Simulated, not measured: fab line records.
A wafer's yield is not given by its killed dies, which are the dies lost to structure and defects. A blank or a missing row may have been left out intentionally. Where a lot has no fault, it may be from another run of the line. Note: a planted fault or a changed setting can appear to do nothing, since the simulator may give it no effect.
8D (eight disciplines) problem report, filled in by code | flow sky130 | the parts of the form that need people (team, actions taken, sign-off) are left out

## 1. THE PROBLEM
Mean of runLengthS at SKY_FIELD_ISO_ETCH_17: 116.0 s across 2 wafers in 2 lots; on wafers with no fault it is 125.9 s (standard deviation 0.45). That is -22 standard deviations from the usual mean.
The step: etches Si in HBr/Cl2/O2, target depth 342 nm, time 97.7 s.
First seen on wafer L752.2, day 5 18:16, on rieSi-02. Wafers with a number at this step in the record: 18, from 6 lots. Rule for "out", or "out of limits": more than 4 standard deviations from the usual mean. The rest of the wafers with a number are treated as sound.

## 2. WHAT THIS IS AND IS NOT
question                    | is               | is not
which readings at this step | runLengthS       | drypumpMotorCurrentA, oesProductAu, throttleValvePct
which lots                  | L752, L754       | L736, L742, L755, L759
which wafers of those lots  | L752.2, L754.4   | L752.4, L752.5, L754.2, L754.3
read on which tools         | rieSi-02         | rieSi-01
when                        | from day 5 18:16 | up to then (8 sound wafers); but 8 sound wafers of L754, L755, L759 came after

## 3. THE SUSPECTS, EACH WITH WHAT RULES IT OUT
Counting: if a tool at a process step up to the reading ran every lot that is out, it stays a suspect. Sound lots after the first of them don't rule it out here, since some wafers of a struck lot are sound.
- plasmaAsher-01 at SKY_FIELD_ISO_STRIP_16 (strips in O2/N2): kept. It processed each lot that is out (first: L752, day 5 18:10); up to then, its last sound lot is L742 (day 3 18:49).
- rieSi-02 at SKY_FIELD_ISO_ETCH_17 (etches Si in HBr/Cl2/O2, target depth 342 nm, time 97.7 s): kept. It processed each lot that is out (first: L752, day 5 18:16); up to then, its last sound lot is L736 (day 2 04:13). Its own readings are out on those wafers: runLengthS.
- At SKY_FIELD_ISO_ETCH_17, inside rieSi-02: chamber 2 took the wafers that are out, while their sound lot-mates went through chambers 1, 3.
Left after counting: plasmaAsher-01 at SKY_FIELD_ISO_STRIP_16, rieSi-02 at SKY_FIELD_ISO_ETCH_17.

## 4. THE CAUSE (what the simulator had put in)
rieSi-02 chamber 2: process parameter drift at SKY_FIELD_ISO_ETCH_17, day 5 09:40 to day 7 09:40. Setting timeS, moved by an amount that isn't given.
After counting, 2 suspects remain, this tool included.

## 5. THE EFFECT CHAIN, in route order
Rows list readings where the struck wafers' mean (over those with a number) sits beyond 3 standard deviations from the usual. Only readings whose record carries a usual standard deviation are examined. hours: median over the lots of the time between each lot's start at the first step of this table that gives one and its start at this step. sigmas: the change, counted in usual standard deviations.
hours | step                  | reading    | usual   | on struck wafers | change | sigmas
0     | SKY_FIELD_ISO_ETCH_17 | runLengthS | 125.9 s | 116.0            | -9.9   | -22
It contains these process steps:
- SKY_FIELD_ISO_ETCH_17: etches Si in HBr/Cl2/O2, target depth 342 nm, time 97.7 s.
Readings that are blank on the struck wafers while sound wafers have them: rfFwdPowerW at SKY_FIELD_ISO_ETCH_17.

## 6. HOW IT WOULD HAVE BEEN CAUGHT EARLIER
The fault began at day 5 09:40; the first out-of-limits reading in this record came at day 5 18:16, 9 hours later.
